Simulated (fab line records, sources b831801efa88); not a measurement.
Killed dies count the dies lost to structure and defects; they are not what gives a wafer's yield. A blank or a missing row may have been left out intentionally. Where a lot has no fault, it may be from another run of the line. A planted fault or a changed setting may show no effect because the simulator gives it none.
Matching of chambers	flow sky130	3 sister chambers for SKY_PASSIVATION_CVD_02 on pecvd-01
The step deposits Si3N4, target thk 540 nm. 6 wafers are shown with their chamber, then 9 later ones without.

== WAFERS WITH THEIR CHAMBER ==
wafer	chamber	heater power w (W)	heater power outer w (W)
L088.3	2	790	485
L088.4	0	785	500
L088.5	1	562	315
L089.1	1	590	337
L089.2	0	788	490
L089.4	2	761	459

== WAFERS MISSING THEIR CHAMBER ==
wafer	heater power w (W)	heater power outer w (W)
L090.2	624	342
L090.3	775	474
L090.6	493	247
L096.1	820	507
L096.2	512	278
L096.5	774	466
L097.2	784	478
L097.4	740	432
L097.6	798	501

== CHAMBER TAKEN BY EACH ==
wafer	from the rows above	in truth
L090.2	1	1
L090.3	can't be placed: 2 or 0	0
L090.6	1	1
L096.1	can't be placed: 0 or 2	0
L096.2	1	1
L096.5	can't be placed: 2 or 0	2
L097.2	can't be placed: 2 or 0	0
L097.4	can't be placed: 2 or 0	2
L097.6	can't be placed: 0 or 2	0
Placed correctly: 3 of 9. Can't be placed from these rows: 6 (the true chamber is among the candidates in 6). 0 placed wrongly.
How it was worked out, from the rows above alone: a wafer's distance from a chamber is the root of the sum, over the readings, of the square of ((its reading less the chamber's mean) divided by the reading's scatter). The wafer belongs to the nearest chamber; if the next one is less than 2 further off, it can't be placed. The mean given for a chamber averages the wafers shown for that chamber. How the scatter is found: for the shown wafers, subtract from each reading the mean of its chamber, square and add these, divide the total by (wafers less chambers), then take the root.
